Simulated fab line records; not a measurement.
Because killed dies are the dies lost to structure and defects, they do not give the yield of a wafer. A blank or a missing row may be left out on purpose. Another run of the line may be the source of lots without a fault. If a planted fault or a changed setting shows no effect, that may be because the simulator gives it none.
A lot that was struck, set against a sound lot || flow sky130 || 15 steps out of a route of 708
Sound: these wafers, L909.2, L909.3, L909.4. The struck wafers were L919.1, L919.2, L919.5. The cause is named last.
For every step that has rows: the tool of each side, followed by ch and its chambers, followed by its first start. Under that, the readings that differ: sound wafers || struck wafers || difference of the means || sigmas: that difference in standard deviations of wafers without a fault.
alike: readings whose means differ by less than 2 such deviations, and words and numbers that are the same on both sides. not compared: withheld readings, readings that some wafer has no value for, bounds like >300 that may hide the same value, and numbers for which the record gives no deviation and whose values overlap.
The two part at a step that has a row with sigmas, a row that says differs or no value, or rows on one side only. Numbers that have no deviation but don't overlap get no sigmas and don't part them. Lack of a reading on every wafer of one side parts them only where that side has two or more wafers.

first, 6 steps without rows for these wafers: SKY_GATE_OXIDE_HMDS_04 (prime time 60 s); SKY_GATE_OXIDE_COAT_05 (resist thk 1140 nm); SKY_GATE_OXIDE_SOFTBAKE_06 (time 60 s); SKY_GATE_OXIDE_EXPOSE_07 (exposes mask LVOM, target cd 600 nm); SKY_GATE_OXIDE_PEB_08; SKY_GATE_OXIDE_DEVELOP_09 (develop time 60 s).
SKY_GATE_OXIDE_OVL_MEAS_10:
  sound on overlay-01 at day 16 14:06; struck on overlay-01 at day 20 00:55
  alike: GATE_OXIDE_OVL
then, 2 steps without rows for these wafers: SKY_GATE_OXIDE_IMPLANT_11; SKY_GATE_OXIDE_WET_ETCH_12 (etches SiO2 in dHF, target depth 16.8 nm, time 336 s).
SKY_GATE_OXIDE_STRIP_13: strips in O2/N2.
  sound on plasma asher-03 ch 0,1, day 16 14:23; struck on plasma asher-01 ch 0,1, day 20 01:12
  alike: drypump motor current A, oes product au, strip time to endpoint s
  not compared: rf hours counter h
SKY_GATE_OXIDE_TW_MEAS_14:
  sound on film metro-03 at day 16 14:29; struck on film metro-01 at day 20 01:18
  alike: GATE_OXIDE_TW
then, 1 step without rows for these wafers: SKY_GATE_OXIDE_CLEAN_15 (cleans in SC1/SC2, time 150 s).
SKY_GATE_OXIDE_OXIDATION_16: stabilise 600 s, purge 300 s, target thk 3.57 nm.
  sound on furnace-01 ch 0, day 16 14:35; struck on furnace-01 ch 0, day 20 01:29
{"reading": "model.SiO2_of_GATE_OXIDE_OXIDATION_01.thk nm (nm)", "sound": "11.42 11.46 11.48", "struck": "12.33 12.2 12.2", "difference": "+0.79", "sigmas": ""}
  alike: spike tc bottom C
then, 1 step without rows for these wafers: SKY_POLY_GATE_CVD_00 (deposits poly-Si, target thk 180 nm, time 720 s).
-- the record jumps here: 30 days lie between the struck wafers' starts before and after (it left off in module POLY_GATE and takes up again in module PAD_OPEN, whose first step shown is number 708 of the route) --
SKY_PAD_OPEN_PROBE_99:
  sound on prober-01 at day 47 18:35; struck on prober-02 at day 50 00:17
{"reading": "model.etest.nfet_16v.r on ohm um", "sound": "1.399e+04 1.402e+04 1.407e+04", "struck": "1.473e+04 1.48e+04 1.482e+04", "difference": "+7.567e+02", "sigmas": ""}
{"reading": "model.etest.pfet_01v8.r on ohm um", "sound": "2932 2927 2863", "struck": "3208 3112 3184", "difference": "+261", "sigmas": ""}
{"reading": "model.etest.tip sonos.rs ohm sq", "sound": "2691 2685 2684", "struck": "2785 2718 2770", "difference": "+71", "sigmas": ""}
{"reading": "model.etest.pfet g5v0d10v5.r on ohm um", "sound": "4743 4762 4775", "struck": "4964 4976 4938", "difference": "+199", "sigmas": ""}
{"reading": "model.etest.nfet_01v8.r on ohm um", "sound": "818.4 815 814.1", "struck": "978.4 969.8 968.4", "difference": "+156.4", "sigmas": ""}
{"reading": "model.etest.nfet_01v8_lvt.drive ua um", "sound": "595.1 595.7 594.7", "struck": "474.2 478.6 477.6", "difference": -118.4, "sigmas": ""}
{"reading": "model.etest.nfet_01v8_swapped.drive ua um", "sound": "520.6 520.9 526.7", "struck": "409.9 407.7 405.6", "difference": -115.0, "sigmas": ""}
{"reading": "model.etest.nfet_01v8_turned.drive ua um", "sound": "522.3 520.7 526", "struck": "406.2 406.1 406.5", "difference": -116.7, "sigmas": ""}
  alike: killed_at_M0_to_M3, killed_at_M4_up, killed at contacts, killed at front end, killed at other, killed dies, killed open, killed short

## WHERE THEY PART
Nowhere in this record.

WHY: whatever the simulator had introduced
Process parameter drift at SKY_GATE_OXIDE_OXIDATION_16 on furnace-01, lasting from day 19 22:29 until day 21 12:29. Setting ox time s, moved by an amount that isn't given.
